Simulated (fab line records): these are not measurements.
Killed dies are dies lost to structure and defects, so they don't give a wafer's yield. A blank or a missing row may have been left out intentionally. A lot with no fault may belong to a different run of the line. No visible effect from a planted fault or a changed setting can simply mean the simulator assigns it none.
2 desks looking at one fault ; flow sky130 ; numbers are kept per desk, each desk with only its own; the story behind them comes last

THE METROLOGY DESK
What the gauges read for every lot (on any tool): the sampled wafers with a number, averaged. Any lot whose mean is over 4 standard deviations away from the usual mean is out of limits and marked OUT; that distance is given in the brackets.
Columns: A = LI_CONTACT_OVL at SKY_LI_CONTACT_OVL_MEAS_13, usual 1 nm
lot;first seen here;A
L475;day 29 01:01;-3
L477;day 30 01:28;-4
L478;day 30 11:04;-0
L479;day 31 02:19;-0
L484;day 32 12:35;-2
L486;day 33 05:52;-3
L490;day 34 07:23;-5
L492;day 34 18:59;-6
L494;day 35 11:56;-9
L495;day 35 19:36;6
L496;day 36 04:38;3
L498;day 36 13:45;0
This desk's finding: nothing out of limits on any of the 12 lots.

AT THE TOOL OWNER'S DESK: plasma-asher-02
The tool's own readings at SKY_SD_N_STRIP_11 (strips in O2/N2): means of the sampled wafers that have a number, for each lot that ran on this tool. Any lot whose mean is over 4 standard deviations away from the usual mean is out of limits and marked OUT; that distance is given in the brackets.
Columns: A = drypump-motor-current-A at SKY_SD_N_STRIP_11, usual 5.63 A; B = o2-flow-sccm at SKY_SD_N_STRIP_11, usual 2999 sccm; C = oes-product-au at SKY_SD_N_STRIP_11, usual 0.527 a.u.; D = strip-time-to-endpoint-s at SKY_SD_N_STRIP_11, usual 22.55 s
lot;first seen here;A;B;C;D
L478;day 29 06:11;5.51;2997;0.523;22.51
L479;day 29 21:00;5.49;2996;0.526;22.54
L484;day 31 07:52;5.52;2992;0.525;22.60
L486;day 32 02:05;5.51;3200 (+24) OUT;0.525;22.40
L490;day 33 04:15;5.51;3194 (+23) OUT;0.532;22.47
This desk finds L486, L490 out of limits, L486 being first, at day 32 02:05 (o2-flow-sccm at SKY_SD_N_STRIP_11). In limits: L478, L479, L484.

PUT TOGETHER
On L486, L490, at day 32 02:05, an alarm was possible from the tool owner's desk.
From the metrology desk's view, nothing was out of limits.
The metrology desk holds a record of L486, L490, inside its limits.
Of the lots named, all ran SKY_SD_N_STRIP_11 on plasma-asher-02.

WHAT HAD BEEN PUT IN BY THE SIMULATOR
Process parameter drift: plasma-asher-02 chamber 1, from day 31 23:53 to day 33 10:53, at SKY_SD_N_STRIP_11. From 3000, the setting o2-flow-sccm moved by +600. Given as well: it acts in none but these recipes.
Shown lots that were struck: L486, L490.
Time in hours from fault onset to the first out-of-limits reading at each desk: the tool owner's desk, 2.
